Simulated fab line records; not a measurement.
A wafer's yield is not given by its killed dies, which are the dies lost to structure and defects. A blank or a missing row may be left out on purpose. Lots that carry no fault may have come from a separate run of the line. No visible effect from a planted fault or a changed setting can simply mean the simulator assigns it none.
Which tool did it?	flow gf180mcu	12 lots, 36 wafers sampled, at 5 steps of a route of 602

## WHAT EACH GAUGE READ, for each wafer
GF_POLY_GATE_THK_MEAS_01. Usual: for POLY_GATE_CVD_00_THK the level is 199.5 nm and the standard deviation is 1.7.
lot	measured	on	POLY_GATE_CVD_00_THK (nm)	flag
L203	day 8 17:38	film_metro-04	199.7 198.6 200.6	
L204	day 9 14:44	film_metro-02	202.5 203.0 202.3	
L210	day 10 18:24	film_metro-03	267.4 266.6 266.1 267.2 266.6 266.1	OFF
L211	day 11 02:12	film_metro-04	197.7 199.6 198.4	
L215	day 12 07:29	film_metro-04	197.5 196.6 198.2	
L217	day 12 16:58	film_metro-03	200.0 199.8 201.1	
L219	day 13 08:14	film_metro-03	198.2 196.6 196.6	
L220	day 13 16:13	film_metro-02	199.3 199.7 199.8	
L221	day 13 22:34	film_metro-03	200.6 201.9 201.5	
L222	day 14 05:41	film_metro-03	200.0 199.1 198.1	
L223	day 14 11:57	film_metro-03	199.9 197.9 200.2	
L224	day 14 21:31	film_metro-04	200.9 200.3 201.9	

GF_POLY_GATE_CD_MEAS_18. Usual: cd_nm at 279.8 nm, with a standard deviation of 1.9.
lot	measured	on	cd_nm (nm)	flag
L203	day 9 15:20	cd_sem-02	279.6 278.6 280.5	
L204	day 10 11:13	cd_sem-02	280.0 279.3 279.6	
L210	day 11 15:59	cd_sem-02	276.1 276.0 275.7	
L211	day 11 22:53	cd_sem-02	282.5 279.3 276.7	
L215	day 13 04:41	cd_sem-02	280.1 279.7 280.6	
L217	day 13 16:13	cd_sem-01	283.4 281.7 279.1	
L219	day 14 06:53	cd_sem-02	276.0 280.0 279.1	
L220	day 14 15:51	cd_sem-01	276.9 278.7 279.7	
L221	day 14 22:35	cd_sem-02	276.0 278.7 277.7	
L222	day 15 08:17	cd_sem-01	281.0 281.5 282.8	
L223	day 15 15:07	cd_sem-01	280.6 281.8 282.8	
L224	day 15 20:37	cd_sem-02	282.4 281.2 278.9	

## WHICH TOOL RAN EACH LOT (tool, then ch and the chambers of the sampled wafers, then the start)
lot	GF_VT_IMPLANT_STRIP_31	GF_VT_IMPLANT_STRIP_42	GF_POLY_GATE_CVD_00
L203	plasma_asher-04 ch 0,1, day 7 02:41	plasma_asher-02 ch 0,1, day 7 19:22	lpcvd-02 ch 1, day 8 16:17
L204	plasma_asher-04 ch 0, day 7 13:20	plasma_asher-02 ch 1, day 8 05:27	lpcvd-01 ch 1, day 9 13:23
L210	plasma_asher-03 ch 0,1, day 9 04:20	plasma_asher-03 ch 0,1, day 9 19:10	lpcvd-01 ch 1, day 10 17:03
L211	plasma_asher-02 ch 0,1, day 9 10:02	plasma_asher-04 ch 0,1, day 10 02:38	lpcvd-02 ch 1, day 11 00:51
L215	plasma_asher-03 ch 0,1, day 10 10:17	plasma_asher-03 ch 0,1, day 11 04:23	lpcvd-02 ch 0, day 12 06:08
L217	plasma_asher-04 ch 0,1, day 10 22:14	plasma_asher-04 ch 0,1, day 11 16:32	lpcvd-02 ch 0, day 12 15:37
L219	plasma_asher-04 ch 0,1, day 11 11:49	plasma_asher-02 ch 0,1, day 12 06:37	lpcvd-02 ch 0, day 13 06:53
L220	plasma_asher-04 ch 0,1, day 11 17:47	plasma_asher-03 ch 0,1, day 12 12:56	lpcvd-01 ch 1, day 13 14:52
L221	plasma_asher-03 ch 0,1, day 11 23:23	plasma_asher-04 ch 0,1, day 12 19:08	lpcvd-01 ch 1, day 13 21:14
L222	plasma_asher-04 ch 0, day 12 07:59	plasma_asher-04 ch 0,1, day 13 03:17	lpcvd-01 ch 0, day 14 04:20
L223	plasma_asher-02 ch 1, day 12 12:40	plasma_asher-03 ch 0,1, day 13 08:38	lpcvd-02 ch 0, day 14 10:37
L224	plasma_asher-04 ch 0,1, day 12 21:05	plasma_asher-04 ch 0,1, day 13 17:41	lpcvd-02 ch 1, day 14 20:10
- GF_VT_IMPLANT_STRIP_31: strips in O2/N2.
- GF_VT_IMPLANT_STRIP_42: strips in O2/N2.
- GF_POLY_GATE_CVD_00: deposits poly-Si, target thk 200 nm, time 1200 s.

## AS READ BY THE TOOLS THEMSELVES (means over the sampled wafers that have a number; for cases with no such wafer, the mark the record gives instead)
GF_VT_IMPLANT_STRIP_31. Usual: drypump_motor_current_A 5.6 A, standard deviation 0.44; heater_power_w 354 W, standard deviation 19; oes_product_au 0.716 a.u., standard deviation 0.0043; strip_time_to_endpoint_s 12.64 s, standard deviation 0.039.
lot	tool	drypump_motor_current_A (A)	heater_power_w (W)	oes_product_au (a.u.)	strip_time_to_endpoint_s (s)	flag
L203	plasma_asher-04	5.1	352	0.714	12.63	
L204	plasma_asher-04	4.8	333	0.717	12.62	
L210	plasma_asher-03	5.8	353	0.716	12.66	
L211	plasma_asher-02	6.0	352	0.719	12.62	
L215	plasma_asher-03	5.9	347	0.714	12.64	
L217	plasma_asher-04	5.1	351	0.715	12.67	
L219	plasma_asher-04	5.1	353	0.714	12.61	
L220	plasma_asher-04	5.1	358	0.720	12.67	
L221	plasma_asher-03	5.8	343	0.712	12.69	
L222	plasma_asher-04	4.8	337	0.717	12.61	
L223	plasma_asher-02	5.6	355	0.716	12.67	
L224	plasma_asher-04	5.4	376	0.723	12.58	

GF_VT_IMPLANT_STRIP_42. Usual: drypump_motor_current_A 5.5 A, standard deviation 0.49; heater_power_w 358 W, standard deviation 23; oes_product_au 0.716 a.u., standard deviation 0.0044; strip_time_to_endpoint_s 12.63 s, standard deviation 0.03.
lot	tool	drypump_motor_current_A (A)	heater_power_w (W)	oes_product_au (a.u.)	strip_time_to_endpoint_s (s)	flag
L203	plasma_asher-02	6.0	346	0.713	12.64	
L204	plasma_asher-02	5.6	361	0.716	12.67	
L210	plasma_asher-03	5.8	350	0.717	12.59	
L211	plasma_asher-04	5.1	351	0.718	12.67	
L215	plasma_asher-03	5.9	348	0.721	12.64	
L217	plasma_asher-04	5.4	375	0.722	12.66	
L219	plasma_asher-02	6.0	352	0.717	12.63	
L220	plasma_asher-03	5.9	352	0.712	12.62	
L221	plasma_asher-04	5.4	376	0.715	12.66	
L222	plasma_asher-04	5.4	372	0.716	12.67	
L223	plasma_asher-03	5.8	351	0.712	12.66	
L224	plasma_asher-04	5.1	351	0.718	12.62	

GF_POLY_GATE_CVD_00. Usual: spike_tc_bottom_C 640.7 C, standard deviation 2.7; spike_tc_centre_C 621.5 C, standard deviation 1.4; spike_tc_lower_C 619.8 C, standard deviation 1.3; spike_tc_top_C 638.3 C, standard deviation 2; spike_tc_upper_C 619.8 C, standard deviation 1.6; susceptor_temp_C 620.05 C, standard deviation 0.29.
lot	tool	spike_tc_bottom_C (C)	spike_tc_centre_C (C)	spike_tc_lower_C (C)	spike_tc_top_C (C)	spike_tc_upper_C (C)	susceptor_temp_C (C)	flag
L203	lpcvd-02	646.2	621.2	620.1	640.1	616.9	620.00	
L204	lpcvd-01	639.1	622.3	620.6	640.8	620.0	620.08	
L210	lpcvd-01	652.5	634.9	633.7	652.2	633.5	632.68	OFF
L211	lpcvd-02	645.9	621.2	620.8	640.3	617.3	619.94	
L215	lpcvd-02	641.6	621.2	619.4	636.3	620.4	619.77	
L217	lpcvd-02	639.9	621.4	618.2	636.6	620.1	619.99	
L219	lpcvd-02	639.9	620.8	618.9	637.6	620.3	620.30	
L220	lpcvd-01	638.0	622.7	620.7	639.5	620.8	620.51	
L221	lpcvd-01	639.8	623.4	621.5	640.0	619.8	619.95	
L222	lpcvd-01	638.9	620.8	620.4	636.4	620.4	620.22	
L223	lpcvd-02	641.3	622.1	618.1	637.4	621.0	620.10	
L224	lpcvd-02	646.2	621.2	620.1	639.6	616.6	619.85	

## THE ANSWER, worked out from the rows above alone
Rule: take the mean of a lot's wafers that have a number; if it is more than 3 standard deviations from the usual mean, the lot is off. A lot without any number at a reading at which 4 lots or more have one is off too. All remaining lots with rows at the step are treated as sound. Order of review: gauges by route order, followed by the tools' own readings, for which a lot's mean as printed above is used. The first step at which some lot is off is used, and at that step the reading that is off furthest; a lot without a number counts as furthest.
Off: at GF_POLY_GATE_THK_MEAS_01 (POLY_GATE_CVD_00_THK), L210.
If a tool, at a process step before that reading, ran all the lots that are off and no sound lot after the first of them, it fits. Not tried: the gauges at GF_POLY_GATE_THK_MEAS_01; whatever is off there is also off at GF_POLY_GATE_CVD_00, on other tools, and gauge error can't account for it. Of those tried, none fits.

## WHAT THE SIMULATOR HAD PUT IN
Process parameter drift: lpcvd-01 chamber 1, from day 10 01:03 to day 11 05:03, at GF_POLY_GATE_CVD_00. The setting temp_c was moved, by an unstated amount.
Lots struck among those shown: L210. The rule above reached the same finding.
